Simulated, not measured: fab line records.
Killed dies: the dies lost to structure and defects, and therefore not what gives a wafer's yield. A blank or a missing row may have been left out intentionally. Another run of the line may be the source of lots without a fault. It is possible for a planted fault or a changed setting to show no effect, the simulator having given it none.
Which tool was responsible?    flow sky130    Sampling: 10 lots, 30 wafers, 5 of 708 route steps

WHAT THE GAUGES SHOWED, per wafer
SKY_VIA2_RS_MEAS_22: the measuring method here is four-point-probe. Usual: VIA2_W_RS 0.272 ohm/sq, standard deviation 0.0055.
lot   measured      on             VIA2_W_RS (ohm/sq)  flag
L986  day 37 12:07  film_metro-01  0.274 0.280 0.278   
L987  day 37 14:17  film_metro-02  0.283 0.261 0.262   
L988  day 37 17:22  film_metro-01  0.275 0.275 0.279   
L994  day 39 13:40  film_metro-03  0.282 0.264 0.279   
L997  day 40 04:23  film_metro-03  0.270 0.271 0.273   
L999  day 41 10:31  film_metro-02  0.278 0.279 0.263   
L104  day 43 07:07  film_metro-01  0.272 0.272 0.270   
L107  day 43 11:29  film_metro-03  0.272 0.276 0.274   
L106  day 43 12:23  film_metro-02  0.180 0.187 0.179   OFF
L109  day 43 23:46  film_metro-03  0.187 0.187 0.188   OFF

SKY_VIA2_THK_MEAS_23: measures by xrf. Usual: VIA2_W_THK 408 nm, standard deviation 9.1.
lot   measured      on             VIA2_W_THK (nm)  flag
L986  day 37 12:14  film_metro-01  401 395 396      
L987  day 37 14:24  film_metro-02  394 427 422      
L988  day 37 17:29  film_metro-01  401 400 394      
L994  day 39 13:47  film_metro-03  393 418 394      
L997  day 40 04:31  film_metro-03  409 408 402      
L999  day 41 10:38  film_metro-02  403 403 425      
L104  day 43 07:14  film_metro-01  407 403 407      
L107  day 43 11:37  film_metro-03  408 401 404      
L106  day 43 12:29  film_metro-02  - - -            OFF
L109  day 43 23:53  film_metro-03  - - 566          OFF

SKY_METAL4_OVL_MEAS_14. Usual: METAL4_OVL 1 nm, standard deviation 4.9.
lot   measured      on          METAL4_OVL (nm)  flag
L986  day 42 22:46  overlay-01  0 0 5            
L987  day 43 00:31  overlay-02  9 4 5            
L988  day 43 03:26  overlay-01  -9 -2 -8         
L994  day 44 19:17  overlay-02  0 -3 -5          
L997  day 45 07:40  overlay-01  -4 1 5           
L999  day 46 11:44  overlay-02  4 10 11          
L104  day 48 01:28  overlay-02  1 0 5            
L107  day 48 05:19  overlay-01  4 -5 0           
L106  day 48 07:37  overlay-02  8 5 13           
L109  day 48 17:10  overlay-01  4 6 1            

EACH LOT AND THE TOOL THAT RAN IT (in order: tool; ch and the chambers of the sampled wafers; start)
lot   SKY_VIA2_CVD_21                SKY_VIA2_CMP_24
L986  cvd_w-02 ch 0, day 37 11:59    cmp-01 ch 2,3, day 37 12:17
L987  cvd_w-02 ch 0,1, day 37 14:09  cmp-02 ch 1,2,3, day 37 14:28
L988  cvd_w-01 ch 0,1, day 37 17:14  cmp-01 ch 0,3, day 37 17:33
L994  cvd_w-02 ch 0,1, day 39 13:32  cmp-02 ch 0,2,3, day 39 13:53
L997  cvd_w-01 ch 0,1, day 40 04:16  cmp-01 ch 0,3, day 40 04:34
L999  cvd_w-02 ch 0,1, day 41 10:23  cmp-02 ch 0,1,2, day 41 10:42
L104  cvd_w-01 ch 0,1, day 43 06:59  cmp-02 ch 2,3, day 43 07:17
L107  cvd_w-01 ch 0,1, day 43 11:22  cmp-01 ch 0,2, day 43 11:40
L106  cvd_w-02 ch 0,1, day 43 12:14  cmp-02 ch 0,2, day 43 12:41
L109  cvd_w-02 ch 0, day 43 23:31    cmp-01 ch 0,1, day 43 23:57
- SKY_VIA2_CVD_21: deposits W, target thk 420 nm, time 126.4 s.
- SKY_VIA2_CMP_24: polishes, stops on SiO2, t overpolish 20 s, target thk 0 nm.

WHAT THE TOOLS THEMSELVES READ (means of the sampled wafers that have a number; where no wafer has one, the mark that the record gives instead)
SKY_VIA2_CVD_21. Usual: heater_power_w 811 W, standard deviation 33; susceptor_temp_C 400.02 C, standard deviation 0.23.
lot   tool      heater_power_w (W)  susceptor_temp_C (C)  flag
L986  cvd_w-02  796                 400.02                
L987  cvd_w-02  766                 400.16                
L988  cvd_w-01  837                 400.19                
L994  cvd_w-02  794                 400.19                
L997  cvd_w-01  823                 399.81                
L999  cvd_w-02  790                 400.10                
L104  cvd_w-01  835                 399.98                
L107  cvd_w-01  825                 399.92                
L106  cvd_w-02  888                 422.33                OFF
L109  cvd_w-02  914                 422.24                OFF

SKY_VIA2_CMP_24. Usual: motor_current_A 11.9 A, standard deviation 1.5; time_to_endpoint_s 102 s, standard deviation 4.8.
lot   tool    motor_current_A (A)  time_to_endpoint_s (s)  flag
L986  cmp-01  13.8                 101                     
L987  cmp-02  11.2                 101                     
L988  cmp-01  12.9                 102                     
L994  cmp-02  10.8                 97                      
L997  cmp-01  13.7                 108                     
L999  cmp-02  11.4                 97                      
L104  cmp-02  12.1                 99                      
L107  cmp-01  12.3                 104                     
L106  cmp-02  11.2                 145                     OFF
L109  cmp-01  12.0                 151                     OFF

THE ANSWER, worked out from the rows above alone
Rule: a lot counts as off when the mean over its wafers that have a number is more than 3 standard deviations away from the usual mean. A lot without any number at a reading at which 4 lots or more have one is off too. The other lots that the step has rows for count as sound. Order of review: gauges by route order, followed by the tools' own readings, for which a lot's mean as printed above is used. At the first step where some lot is off, the reading lying furthest off is the one used; lots without a number count as furthest.
Off: at SKY_VIA2_RS_MEAS_22 (VIA2_W_RS), L106, L109.
A tool fits if, at a process step before that reading, it ran every lot that is off, and no sound lot after the first of them. Not tried: the gauges at SKY_VIA2_RS_MEAS_22; whatever is off there is also off at SKY_VIA2_CVD_21, on other tools, and gauge error can't account for it. One fits: SKY_VIA2_CVD_21 on cvd_w-02. Its last sound lot is L999 (day 41 10:23), its first lot that is off L106 (day 43 12:14): a fault that began between those two fits.
The tool's own readings at SKY_VIA2_CVD_21 bear it out: on the lots that are off they differ by more than 5 times the standard deviation of the sound lots' means. susceptor_temp_C reads 422.28 C there against 400.05 C on the sound lots.

WHAT WAS PUT IN BY THE SIMULATOR
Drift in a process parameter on cvd_w-02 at SKY_VIA2_CVD_21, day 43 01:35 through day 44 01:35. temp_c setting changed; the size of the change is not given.
Lots struck among those shown: L106, L109. This agrees with what the rule above found.
